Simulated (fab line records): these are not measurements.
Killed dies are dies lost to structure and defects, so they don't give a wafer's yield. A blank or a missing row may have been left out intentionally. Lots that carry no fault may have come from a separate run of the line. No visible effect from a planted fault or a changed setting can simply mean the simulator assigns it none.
fab line records	flow sky130	part 1 of 2: steps 1 to 26 of 36
[record] lots = 5	wafers = 15	lastDay = 50
route steps=708 shown VT_ADJUST_LVTN@114 VT_ADJUST_NCORE@119 VT_ADJUST_HVTR@131 VT_ADJUST_PCH@143
lots with no fault: from the same line, run without faults
startH: the number of hours between the record's first day and the start of the first shown wafer of the lot	waitH: how many hours have passed since the lot's step before this one	" unchanged from the row above	L1.1+2: a row that stands for several wafers	- no value, or no start was given	* or withheld: withheld	< > ~ a bound
route shown NAME@n: names a module that has steps shown in the file, with the first one's number in the route	usual: the fault-free wafers' mean and standard deviation	same: alike in all rows	chamber/n: place in a boat	sites: per-site readings	_std_site: the standard deviation of these	_edge_site: mean of outer sites minus mean of inner sites	radiusMm: for every site, how far away it sits from the centre of the wafer	mask NAME#n: copy n	behind: the tool/chamber that last shaped the wafer	hold: why the lot went on hold/how many hours it stayed there/how the hold came to an end	device: the n, p or np transistor that did not switch	end of line: the tests these same wafers got at the end of their route	a step without rows: its recipe alone	killed: not the wafer's yield, but the dies lost to structure and defects at the first sort	map: shows each die of a wafer: x if killed, . if not, _ if none is there
set.NAME: the setting that was run; set.NAME@STEP: the one run at that earlier step	model.NAME: the simulator's own value behind a step, which no gauge read
a table for each step, a row for each wafer; lots at some steps of the route
services: from which hour (startH, from the record's first day; less than 0 if before it) a tool's chamber was out of use, for how many hours, and why
[[steps]]
[step SKY_VT_ADJUST_LVTN_DEVELOP_17]
[recipe] resist = NOVOLAK	developer = TMAH	developTimeS = 60	devTempC = 23
[usual] chillPlateTempC = 23.00/0.11
lot.wafer	tool	chamber	startH	waitH	chillPlateTempC
L079.1	lithoTrack-01	0	187.61	0.1	22.88
L079.3	"	0	"	"	22.85
L079.4	"	0	"	"	22.96
L081.1	lithoTrack-01	0	213.51	0.1	22.97
L081.2	"	0	"	"	23.12
L081.3	"	0	"	"	23.06
L091.2	lithoTrack-03	0	272.24	0.1	22.86
L091.3	"	0	"	"	23.00
L091.6	"	0	"	"	22.77
L096.2	lithoTrack-02	0	317.89	0.1	22.99
L096.4	"	0	"	"	22.82
L096.5	"	0	"	"	22.99
L095.2	lithoTrack-02	0	318.19	0.1	23.01
L095.3	"	0	"	"	22.95
L095.6	"	0	"	"	22.93
[step SKY_VT_ADJUST_LVTN_OVL_MEAS_18]
[usual] VT_ADJUST_LVTN_01_OVL = 0.2/1.2
lot.wafer	tool	chamber	startH	waitH	VT_ADJUST_LVTN_01_OVL[nm]
L079.1	overlay-02	-	187.76	0.1	-0.5
L079.3	"	-	"	"	-2.1
L079.4	"	-	"	"	-1.3
L081.1	overlay-01	-	213.66	0.1	-0.5
L081.2	"	-	"	"	0.3
L081.3	"	-	"	"	-1.6
L091.2	overlay-02	-	272.37	0.1	-0.9
L091.3	"	-	"	"	-0.6
L091.6	"	-	"	"	-2.2
L096.2	overlay-01	-	318.03	0.1	0.3
L096.4	"	-	"	"	-0.4
L096.5	"	-	"	"	0.4
L095.2	overlay-02	-	318.33	0.1	-0.1
L095.3	"	-	"	"	0.2
L095.6	"	-	"	"	0.7
[step SKY_VT_ADJUST_LVTN_IMPLANT_19]
[recipe] species = B	energyKev = 30	doseCm2 = 6.5e+11	tiltDeg = withheld
lot.wafer	tool	chamber	startH	waitH
L079.1+3+4	implanter-03	0	187.80	0.0
L081.1+2+3	implanter-04	0	213.70	0.0
L091.2+3+6	implanter-03	0	272.42	0.0
L096.2+4+5	implanter-01	0	318.08	0.0
L095.2+3+6	implanter-04	0	318.38	0.0
[step SKY_VT_ADJUST_LVTN_STRIP_20]
[recipe] chemistry = O2/N2	powerW = 1400	pressureMtorr = 1500	platenTempC = withheld	o2FlowSccm = 3000	n2FlowSccm = 300	overashFraction = 0.5
[usual] drypumpMotorCurrentA = 5.2/0.41	oesProductAu = 0.715/0.0042	stripTimeToEndpointS = 14.19/0.042
lot.wafer	tool	chamber	startH	waitH	drypumpMotorCurrentA	oesProductAu	rfHoursCounterH	stripTimeToEndpointS
L079.1	plasmaAsher-01	1	187.95	0.1	4.6	0.715	7	14.18
L079.3	"	0	"	"	5.9	0.723	-	14.20
L079.4	"	1	"	"	4.6	0.712	-	14.17
L081.1	plasmaAsher-03	1	213.85	0.1	5.2	0.708	52	14.23
L081.2	"	0	"	"	5.4	0.715	52	14.18
L081.3	"	1	"	"	5.2	0.719	-	14.20
L091.2	plasmaAsher-01	1	272.55	0.1	4.7	0.713	15	14.16
L091.3	"	1	"	"	4.6	0.708	-	14.15
L091.6	"	0	"	"	5.9	0.714	-	14.13
L096.2	plasmaAsher-03	1	318.21	0.1	5.2	0.714	61	14.20
L096.4	"	1	"	"	5.2	0.706	-	14.20
L096.5	"	0	"	"	5.4	0.707	-	14.18
L095.2	plasmaAsher-04	0	318.51	0.1	4.9	0.718	62	14.20
L095.3	"	1	"	"	5.2	0.711	-	14.18
L095.6	"	1	"	"	5.2	0.717	-	14.20
[step SKY_VT_ADJUST_LVTN_TW_MEAS_21]
[usual] VT_ADJUST_LVTN_2_TW = 188.6/1.4
lot.wafer	tool	chamber	startH	waitH	VT_ADJUST_LVTN_2_TW
L079.1	filmMetro-03	-	188.05	0.1	191.1
L079.3	"	-	"	"	190.9
L079.4	"	-	"	"	189.6
L081.1	filmMetro-03	-	213.95	0.1	190.0
L081.2	"	-	"	"	188.8
L081.3	"	-	"	"	188.8
L091.2	filmMetro-02	-	272.66	0.1	187.6
L091.3	"	-	"	"	188.0
L091.6	"	-	"	"	187.5
L096.2	filmMetro-01	-	318.32	0.1	190.5
L096.4	"	-	"	"	189.7
L096.5	"	-	"	"	190.4
L095.2	filmMetro-03	-	318.62	0.1	190.5
L095.3	"	-	"	"	191.1
L095.6	"	-	"	"	190.8
[step SKY_VT_ADJUST_NCORE_DEHYDRATE_00]
[recipe] tempC = 200	timeS = 60
[usual] chillPlateTempC = 23.01/0.095
lot.wafer	tool	chamber	startH	waitH	chillPlateTempC
L079.1	lithoTrack-04	0	198.12	10.1	22.97
L079.3	"	0	"	"	23.01
L079.4	"	0	"	"	22.92
L081.1	lithoTrack-03	0	224.26	10.3	23.02
L081.2	"	0	"	"	23.00
L081.3	"	0	"	"	23.09
L091.2	lithoTrack-04	0	284.54	11.9	23.08
L091.3	"	0	"	"	23.04
L091.6	"	0	"	"	23.11
L096.2	lithoTrack-03	0	330.89	12.6	22.86
L096.4	"	0	"	"	23.04
L096.5	"	0	"	"	23.04
L095.2	lithoTrack-02	0	331.24	12.6	22.85
L095.3	"	0	"	"	23.00
L095.6	"	0	"	"	22.97
[step SKY_VT_ADJUST_NCORE_HMDS_01]
[recipe] primeTimeS = 60	primeTempC = 120
[usual] chillPlateTempC = 22.98/0.11
[same] primeTimeS = 60
lot.wafer	tool	chamber	startH	waitH	chillPlateTempC
L079.1	lithoTrack-04	0	198.27	0.1	23.02
L079.3	"	0	"	"	23.03
L079.4	"	0	"	"	23.03
L081.1	lithoTrack-03	0	224.41	0.1	22.81
L081.2	"	0	"	"	22.91
L081.3	"	0	"	"	22.89
L091.2	lithoTrack-04	0	284.69	0.1	22.87
L091.3	"	0	"	"	22.90
L091.6	"	0	"	"	22.86
L096.2	lithoTrack-03	0	331.04	0.1	22.91
L096.4	"	0	"	"	23.04
L096.5	"	0	"	"	23.00
L095.2	lithoTrack-02	0	331.39	0.1	23.15
L095.3	"	0	"	"	23.15
L095.6	"	0	"	"	23.07
[step SKY_VT_ADJUST_NCORE_COAT_02]
[recipe] resist = NOVOLAK	spinRpm = 3000	resistThkNm = 1140
[usual] chillPlateTempC = 23.01/0.11	spinSpeedRpm = 3000.2/1.7
lot.wafer	tool	chamber	startH	waitH	chillPlateTempC	spinSpeedRpm
L079.1	lithoTrack-04	0	198.42	0.1	23.18	2999.6
L079.3	"	0	"	"	23.14	2999.9
L079.4	"	0	"	"	23.04	3000.9
L081.1	lithoTrack-03	0	224.56	0.1	23.10	2997.8
L081.2	"	0	"	"	23.07	2999.1
L081.3	"	0	"	"	23.17	2999.2
L091.2	lithoTrack-04	0	284.84	0.1	23.07	3002.2
L091.3	"	0	"	"	22.88	3002.7
L091.6	"	0	"	"	22.96	2998.5
L096.2	lithoTrack-03	0	331.19	0.1	22.82	3001.6
L096.4	"	0	"	"	22.90	2999.4
L096.5	"	0	"	"	22.85	2999.9
L095.2	lithoTrack-02	0	331.54	0.1	22.84	3002.5
L095.3	"	0	"	"	22.88	3001.4
L095.6	"	0	"	"	22.90	3000.4
[step SKY_VT_ADJUST_NCORE_SOFTBAKE_03]
[recipe] tempC = 90	timeS = 60	resist = NOVOLAK
[usual] chillPlateTempC = 22.99/0.094
lot.wafer	tool	chamber	startH	waitH	chillPlateTempC
L079.1	lithoTrack-04	0	198.57	0.1	22.92
L079.3	"	0	"	"	23.03
L079.4	"	0	"	"	23.17
L081.1	lithoTrack-03	0	224.71	0.1	23.04
L081.2	"	0	"	"	22.91
L081.3	"	0	"	"	22.84
L091.2	lithoTrack-04	0	284.99	0.1	23.10
L091.3	"	0	"	"	22.86
L091.6	"	0	"	"	23.00
L096.2	lithoTrack-03	0	331.34	0.1	23.13
L096.4	"	0	"	"	23.06
L096.5	"	0	"	"	23.25
L095.2	lithoTrack-02	0	331.69	0.1	22.92
L095.3	"	0	"	"	22.91
L095.6	"	0	"	"	22.90
[step SKY_VT_ADJUST_NCORE_EXPOSE_04]
[recipe] maskId = LVTN_COMPLEMENT_THIN	na = 0.6	sourceShape = conventional	sigmaOuter = 0.6	polarization = unpolarized	targetCdNm = 380	doseMj = 139
lot.wafer	tool	chamber	startH	waitH	mask
L079.1+3+4	ilineStepper-02	0	-	-	LVTN_COMPLEMENT_THIN#0
L081.1+2+3	ilineStepper-01	0	-	-	LVTN_COMPLEMENT_THIN#0
L091.2+3+6	ilineStepper-02	0	-	-	LVTN_COMPLEMENT_THIN#0
L096.2+4+5	ilineStepper-01	0	-	-	LVTN_COMPLEMENT_THIN#0
L095.2+3+6	ilineStepper-02	0	-	-	LVTN_COMPLEMENT_THIN#0
[step SKY_VT_ADJUST_NCORE_PEB_05]
[recipe] tempC = withheld	timeS = *	resist = NOVOLAK
[usual] chillPlateTempC = *
lot.wafer	tool	chamber	startH	waitH	chillPlateTempC
L079.1	lithoTrack-02	0	-	-	*
L079.3	"	0	"	"	*
L079.4	"	0	"	"	*
L081.1	lithoTrack-03	0	-	-	*
L081.2	"	0	"	"	*
L081.3	"	0	"	"	*
L091.2	lithoTrack-03	0	-	-	*
L091.3	"	0	"	"	*
L091.6	"	0	"	"	*
L096.2	lithoTrack-03	0	-	-	*
L096.4	"	0	"	"	*
L096.5	"	0	"	"	*
L095.2	lithoTrack-02	0	-	-	*
L095.3	"	0	"	"	*
L095.6	"	0	"	"	*
[step SKY_VT_ADJUST_NCORE_DEVELOP_06]
[recipe] resist = NOVOLAK	developer = TMAH	developTimeS = 60	devTempC = 23
[usual] chillPlateTempC = 23.01/0.098
lot.wafer	tool	chamber	startH	waitH	chillPlateTempC
L079.1	lithoTrack-02	0	209.02	0.1	22.98
L079.3	"	0	"	"	23.01
L079.4	"	0	"	"	23.04
L081.1	lithoTrack-03	0	235.31	0.1	22.84
L081.2	"	0	"	"	22.80
L081.3	"	0	"	"	23.04
L091.2	lithoTrack-03	0	297.79	0.1	22.83
L091.3	"	0	"	"	22.95
L091.6	"	0	"	"	23.02
L096.2	lithoTrack-03	0	344.79	0.1	23.04
L096.4	"	0	"	"	22.97
L096.5	"	0	"	"	22.89
L095.2	lithoTrack-02	0	345.19	0.1	22.87
L095.3	"	0	"	"	22.78
L095.6	"	0	"	"	22.97
[step SKY_VT_ADJUST_NCORE_CD_MEAS_07]
[recipe] targetCdNm = 380
[usual] cdNm = 379.9/2.5
lot.wafer	tool	chamber	startH	waitH	cdNm
L079.1	cdSem-02	-	209.17	0.1	379.2
L079.3	"	-	"	"	377.8
L079.4	"	-	"	"	376.9
L081.1	cdSem-01	-	235.46	0.1	383.8
L081.2	"	-	"	"	382.8
L081.3	"	-	"	"	381.7
L091.2	cdSem-02	-	297.93	0.1	380.7
L091.3	"	-	"	"	380.2
L091.6	"	-	"	"	380.0
L096.2	cdSem-01	-	344.93	0.1	381.9
L096.4	"	-	"	"	381.9
L096.5	"	-	"	"	379.1
L095.2	cdSem-02	-	345.34	0.1	376.9
L095.3	"	-	"	"	378.1
L095.6	"	-	"	"	378.4
[step SKY_VT_ADJUST_NCORE_OVL_MEAS_08]
[usual] VT_ADJUST_NCORE_OVL = 0.0/1.5
lot.wafer	tool	chamber	startH	waitH	VT_ADJUST_NCORE_OVL[nm]
L079.1	overlay-02	-	209.29	0.1	1.4
L079.3	"	-	"	"	0.1
L079.4	"	-	"	"	0.9
L081.1	overlay-01	-	235.58	0.1	1.1
L081.2	"	-	"	"	0.4
L081.3	"	-	"	"	-1.0
L091.2	overlay-02	-	298.04	0.1	0.8
L091.3	"	-	"	"	0.3
L091.6	"	-	"	"	1.5
L096.2	overlay-01	-	345.04	0.1	-2.3
L096.4	"	-	"	"	-1.2
L096.5	"	-	"	"	-2.7
L095.2	overlay-02	-	345.45	0.1	0.4
L095.3	"	-	"	"	1.7
L095.6	"	-	"	"	2.3
[step SKY_VT_ADJUST_NCORE_IMPLANT_09]
[recipe] species = B	energyKev = 10	doseCm2 = 2.4e+12	tiltDeg = withheld
lot.wafer	tool	chamber	startH	waitH
L079.1+3+4	implanter-04	0	209.33	0.0
L081.1+2+3	implanter-04	0	235.62	0.0
L091.2+3+6	implanter-02	0	298.09	0.0
L096.2+4+5	implanter-01	0	345.09	0.0
L095.2+3+6	implanter-02	0	345.50	0.0
[step SKY_VT_ADJUST_NCORE_STRIP_10]
[recipe] chemistry = O2/N2	powerW = 1400	pressureMtorr = 1500	platenTempC = withheld	o2FlowSccm = 3000	n2FlowSccm = 300	overashFraction = 0.5
[usual] drypumpMotorCurrentA = 5.3/0.39	oesProductAu = 0.715/0.0046	stripTimeToEndpointS = 14.19/0.041
lot.wafer	tool	chamber	startH	waitH	drypumpMotorCurrentA	oesProductAu	rfHoursCounterH	stripTimeToEndpointS
L079.1	plasmaAsher-02	0	209.48	0.1	5.1	0.714	40	14.19
L079.3	"	1	"	"	5.4	0.712	-	14.19
L079.4	"	0	"	"	5.1	0.723	-	14.19
L081.1	plasmaAsher-01	0	235.77	0.1	5.9	0.712	11	14.16
L081.2	"	1	"	"	4.7	0.718	11	14.23
L081.3	"	1	"	"	4.6	0.719	-	14.22
L091.2	plasmaAsher-03	1	298.22	0.1	5.2	0.721	59	14.18
L091.3	"	0	"	"	5.4	0.710	-	14.18
L091.6	"	1	"	"	5.2	0.712	-	14.18
L096.2	plasmaAsher-03	0	345.22	0.1	5.4	0.714	64	14.17
L096.4	"	0	"	"	5.4	0.716	-	14.17
L096.5	"	1	"	"	5.2	0.717	-	14.19
L095.2	plasmaAsher-01	1	345.63	0.1	4.6	0.715	23	14.14
L095.3	"	0	"	"	5.9	0.713	-	14.15
L095.6	"	1	"	"	4.6	0.707	-	14.21
[step SKY_VT_ADJUST_NCORE_TW_MEAS_11]
[usual] VT_ADJUST_NCORE_TW = 219.3/0.89
lot.wafer	tool	chamber	startH	waitH	VT_ADJUST_NCORE_TW
L079.1	filmMetro-02	-	209.58	0.1	219.6
L079.3	"	-	"	"	219.7
L079.4	"	-	"	"	219.7
L081.1	filmMetro-04	-	235.87	0.1	219.9
L081.2	"	-	"	"	219.1
L081.3	"	-	"	"	220.5
L091.2	filmMetro-02	-	298.33	0.1	218.2
L091.3	"	-	"	"	219.1
L091.6	"	-	"	"	218.9
L096.2	filmMetro-02	-	345.33	0.1	217.9
L096.4	"	-	"	"	218.5
L096.5	"	-	"	"	218.9
L095.2	filmMetro-04	-	345.74	0.1	219.1
L095.3	"	-	"	"	220.2
L095.6	"	-	"	"	219.9
[step SKY_VT_ADJUST_HVTR_DEHYDRATE_00]
[recipe] tempC = 200	timeS = 60
[usual] chillPlateTempC = 23.01/0.12
lot.wafer	tool	chamber	startH	waitH	chillPlateTempC
L079.1	lithoTrack-03	0	220.21	10.6	23.24
L079.3	"	0	"	"	22.99
L079.4	"	0	"	"	23.03
L081.1	lithoTrack-04	0	247.07	11.2	23.09
L081.2	"	0	"	"	23.01
L081.3	"	0	"	"	23.07
L091.2	lithoTrack-03	0	310.59	12.2	22.86
L091.3	"	0	"	"	22.83
L091.6	"	0	"	"	22.84
L096.2	lithoTrack-03	0	358.84	13.5	23.09
L096.4	"	0	"	"	23.10
L096.5	"	0	"	"	23.10
L095.2	lithoTrack-03	0	359.44	13.7	23.13
L095.3	"	0	"	"	22.90
L095.6	"	0	"	"	22.93
[step SKY_VT_ADJUST_HVTR_HMDS_01]
[recipe] primeTimeS = 60	primeTempC = 120
[usual] chillPlateTempC = 23.01/0.1
[same] primeTimeS = 60
lot.wafer	tool	chamber	startH	waitH	chillPlateTempC
L079.1	lithoTrack-03	0	220.36	0.1	23.07
L079.3	"	0	"	"	23.12
L079.4	"	0	"	"	23.25
L081.1	lithoTrack-04	0	247.22	0.1	22.92
L081.2	"	0	"	"	22.95
L081.3	"	0	"	"	23.12
L091.2	lithoTrack-03	0	310.74	0.1	23.08
L091.3	"	0	"	"	23.08
L091.6	"	0	"	"	22.97
L096.2	lithoTrack-03	0	358.99	0.1	22.88
L096.4	"	0	"	"	22.75
L096.5	"	0	"	"	23.03
L095.2	lithoTrack-03	0	359.59	0.1	23.04
L095.3	"	0	"	"	23.05
L095.6	"	0	"	"	23.03
[step SKY_VT_ADJUST_HVTR_COAT_02]
[recipe] resist = NOVOLAK	spinRpm = 3000	resistThkNm = 1140
[usual] chillPlateTempC = 23.00/0.11	spinSpeedRpm = 3000.2/1.7
lot.wafer	tool	chamber	startH	waitH	chillPlateTempC	spinSpeedRpm
L079.1	lithoTrack-03	0	220.51	0.1	23.04	2998.6
L079.3	"	0	"	"	23.14	3002.8
L079.4	"	0	"	"	23.10	3000.2
L081.1	lithoTrack-04	0	247.37	0.1	23.10	3000.0
L081.2	"	0	"	"	22.98	3001.7
L081.3	"	0	"	"	23.15	2998.6
L091.2	lithoTrack-03	0	310.89	0.1	22.99	2999.3
L091.3	"	0	"	"	22.85	3001.2
L091.6	"	0	"	"	22.91	3000.0
L096.2	lithoTrack-03	0	359.14	0.1	22.78	2999.2
L096.4	"	0	"	"	22.95	3000.4
L096.5	"	0	"	"	22.88	3000.0
L095.2	lithoTrack-03	0	359.74	0.1	23.01	2996.5
L095.3	"	0	"	"	22.85	2997.2
L095.6	"	0	"	"	22.95	3000.1
[step SKY_VT_ADJUST_HVTR_SOFTBAKE_03]
[recipe] tempC = 90	timeS = 60	resist = NOVOLAK
[usual] chillPlateTempC = 23.03/0.087
lot.wafer	tool	chamber	startH	waitH	chillPlateTempC
L079.1	lithoTrack-03	0	220.66	0.1	23.17
L079.3	"	0	"	"	23.00
L079.4	"	0	"	"	23.10
L081.1	lithoTrack-04	0	247.52	0.1	22.91
L081.2	"	0	"	"	23.12
L081.3	"	0	"	"	23.05
L091.2	lithoTrack-03	0	311.04	0.1	22.98
L091.3	"	0	"	"	22.96
L091.6	"	0	"	"	23.02
L096.2	lithoTrack-03	0	359.29	0.1	23.05
L096.4	"	0	"	"	23.10
L096.5	"	0	"	"	23.17
L095.2	lithoTrack-03	0	359.89	0.1	22.94
L095.3	"	0	"	"	23.03
L095.6	"	0	"	"	22.98
[step SKY_VT_ADJUST_HVTR_EXPOSE_04]
[recipe] maskId = HVTRM	targetCdNm = 380	na = 0.6	sourceShape = conventional	sigmaOuter = 0.6	doseMj = 150
lot.wafer	tool	chamber	startH	waitH	mask
L079.1+3+4	ilineStepper-01	0	-	-	HVTRM#0
L081.1+2+3	ilineStepper-02	0	-	-	HVTRM#0
L091.2+3+6	ilineStepper-02	0	-	-	HVTRM#0
L096.2+4+5	ilineStepper-01	0	-	-	HVTRM#0
L095.2+3+6	ilineStepper-01	0	-	-	HVTRM#0
[step SKY_VT_ADJUST_HVTR_PEB_05]
[recipe] tempC = withheld	timeS = *	resist = NOVOLAK
[usual] chillPlateTempC = *
lot.wafer	tool	chamber	startH	waitH	chillPlateTempC
L079.1	lithoTrack-03	0	-	-	*
L079.3	"	0	"	"	*
L079.4	"	0	"	"	*
L081.1	lithoTrack-03	0	-	-	*
L081.2	"	0	"	"	*
L081.3	"	0	"	"	*
L091.2	lithoTrack-04	0	-	-	*
L091.3	"	0	"	"	*
L091.6	"	0	"	"	*
L096.2	lithoTrack-01	0	-	-	*
L096.4	"	0	"	"	*
L096.5	"	0	"	"	*
L095.2	lithoTrack-01	0	-	-	*
L095.3	"	0	"	"	*
L095.6	"	0	"	"	*
[step SKY_VT_ADJUST_HVTR_DEVELOP_06]
[recipe] developTimeS = 60	devTempC = 23
[usual] chillPlateTempC = 22.98/0.1
lot.wafer	tool	chamber	startH	waitH	chillPlateTempC
L079.1	lithoTrack-03	0	231.51	0.1	23.17
L079.3	"	0	"	"	23.10
L079.4	"	0	"	"	23.04
L081.1	lithoTrack-03	0	258.36	0.1	22.95
L081.2	"	0	"	"	22.92
L081.3	"	0	"	"	23.27
L091.2	lithoTrack-04	0	324.79	0.1	22.98
L091.3	"	0	"	"	23.00
L091.6	"	0	"	"	23.07
L096.2	lithoTrack-01	0	373.38	0.1	23.03
L096.4	"	0	"	"	23.02
L096.5	"	0	"	"	23.05
L095.2	lithoTrack-01	0	374.03	0.1	23.07
L095.3	"	0	"	"	23.13
L095.6	"	0	"	"	23.08
[step SKY_VT_ADJUST_HVTR_CD_MEAS_07]
[recipe] targetCdNm = 380
[usual] cdNm = 380.3/2.2
lot.wafer	tool	chamber	startH	waitH	cdNm
L079.1	cdSem-01	-	231.66	0.1	382.9
L079.3	"	-	"	"	382.9
L079.4	"	-	"	"	382.1
L081.1	cdSem-02	-	258.51	0.1	381.4
L081.2	"	-	"	"	377.6
L081.3	"	-	"	"	379.9
L091.2	cdSem-01	-	324.94	0.1	381.1
L091.3	"	-	"	"	379.2
L091.6	"	-	"	"	380.2
L096.2	cdSem-02	-	373.53	0.1	379.8
L096.4	"	-	"	"	381.8
L096.5	"	-	"	"	380.6
L095.2	cdSem-02	-	374.18	0.1	379.4
L095.3	"	-	"	"	378.6
L095.6	"	-	"	"	381.2
[step SKY_VT_ADJUST_HVTR_OVL_MEAS_08]
[usual] VT_ADJUST_HVTR_OVL = 0.8/1.1
lot.wafer	tool	chamber	startH	waitH	VT_ADJUST_HVTR_OVL[nm]
L079.1	overlay-01	-	231.78	0.1	-0.5
L079.3	"	-	"	"	0.6
L079.4	"	-	"	"	-0.9
L081.1	overlay-02	-	258.63	0.1	2.0
L081.2	"	-	"	"	0.1
L081.3	"	-	"	"	3.7
L091.2	overlay-02	-	325.04	0.1	1.2
L091.3	"	-	"	"	1.0
L091.6	"	-	"	"	1.8
L096.2	overlay-01	-	373.63	0.1	-0.2
L096.4	"	-	"	"	-0.1
L096.5	"	-	"	"	-0.3
L095.2	overlay-01	-	374.28	0.1	-1.1
L095.3	"	-	"	"	1.2
L095.6	"	-	"	"	2.0
